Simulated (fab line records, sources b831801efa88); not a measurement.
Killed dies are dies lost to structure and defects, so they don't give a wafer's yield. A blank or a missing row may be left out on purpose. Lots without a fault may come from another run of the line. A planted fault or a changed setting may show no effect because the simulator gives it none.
A struck lot beside a sound one | flow sky130 | 15 steps out of a route of 708
Sound: wafers L499.1, L499.5, L499.6. Struck: wafers L519.1, L519.2, L519.6. The cause comes at the end.
At each step with rows: each side's tool, then ch and its chambers, then its first start. Under that, the readings that differ: sound wafers | struck wafers | difference of the means | sigmas: that difference in standard deviations of wafers without a fault.
alike: readings whose means differ by less than 2 such deviations, and words and numbers that are the same on both sides. not compared: withheld readings, readings that some wafer has no value for, bounds like >300 that may hide the same value, and numbers for which the record gives no deviation and whose values overlap.
The two part at a step that has a row with sigmas, a row that says differs or no value, or rows on one side only. Numbers that don't overlap but have no deviation are shown without sigmas and don't part them. A reading that every wafer of one side lacks parts them only if that side has two wafers or more.

first, 1 step without rows for these wafers: SKY_LDD_N_IMPLANT_15.
SKY_LDD_N_STRIP_16: strips in O2/N2.
  sound on plasma_asher-03 ch 0,1, day 18 10:57; struck on plasma_asher-01 ch 0,1, day 25 19:25
  alike: drypump_motor_current_A, oes_product_au, strip_time_to_endpoint_s
  not compared: rf_hours_counter_h
SKY_LDD_N_TW_MEAS_17:
  sound on film_metro-03, day 18 11:03; struck on film_metro-04, day 25 19:31
  reading  | sound          | struck         | difference | sigmas
  LDD_N_TW | 2603 2600 2596 | 2558 2574 2561 | -35        | -2
then, 7 steps without rows for these wafers: SKY_LDD_P_DEHYDRATE_00 (time 60 s); SKY_LDD_P_HMDS_01 (prime time 60 s); SKY_LDD_P_COAT_02 (resist thk 1140 nm); SKY_LDD_P_SOFTBAKE_03 (time 60 s); SKY_LDD_P_EXPOSE_04 (exposes mask PSDM, target cd 380 nm); SKY_LDD_P_PEB_05; SKY_LDD_P_DEVELOP_06 (develop time 60 s).
SKY_LDD_P_CD_MEAS_07: target cd 380 nm.
  sound on cd_sem-02, day 19 17:20; struck on cd_sem-01, day 27 00:55
  reading    | sound             | struck            | difference | sigmas
  cd_nm (nm) | 376.9 379.6 378.4 | 385.3 386.2 383.9 | +6.8       | +2
SKY_LDD_P_OVL_MEAS_08:
  sound on overlay-01, day 19 17:27; struck on overlay-01, day 27 01:02
  reading        | sound        | struck         | difference | sigmas
  LDD_P_OVL (nm) | 2.2 -0.5 2.4 | -1.5 -1.1 -3.4 | -3.4       | -3
SKY_LDD_P_IMPLANT_09:
  sound on implanter-02 ch 0, day 19 17:29; struck on implanter-01 ch 0, day 27 01:05
  reading                   | sound                | struck               | difference | sigmas
  beam_energy_keV           | 24.998 25.005 25.000 | 26.755 26.763 26.759 | +1.758     | +99 or more
  model.implant.rp_nm (nm)  | 21.19 21.19 21.19    | 21.65 21.65 21.65    | +0.46      |
  model.implant.drp_nm (nm) | 11.41 11.41 11.41    | 11.97 11.97 11.97    | +0.56      |
  alike: dose_ions_cm2
SKY_LDD_P_STRIP_10: strips in O2/N2.
  sound on plasma_asher-01 ch 0,1, day 19 17:38; struck on plasma_asher-02 ch 0,1, day 27 01:14
  reading                      | sound             | struck            | difference | sigmas
  strip_time_to_endpoint_s (s) | 14.16 14.12 14.08 | 14.21 14.24 14.24 | +0.11      | +3
  alike: drypump_motor_current_A, oes_product_au
  not compared: rf_hours_counter_h
-- the record jumps here: 24 days lie between the struck wafers' starts before and after (it left off in module LDD_P and takes up again in module PAD_OPEN, whose first step shown is number 708 of the route) --
SKY_PAD_OPEN_PROBE_99:
  the record has rows for the struck wafers here (prober-02, day 51 05:30) and none for the sound ones

WHERE THEY PART
First at SKY_LDD_N_TW_MEAS_17; last, within this record, at SKY_PAD_OPEN_PROBE_99.

WHY: what the simulator had put in
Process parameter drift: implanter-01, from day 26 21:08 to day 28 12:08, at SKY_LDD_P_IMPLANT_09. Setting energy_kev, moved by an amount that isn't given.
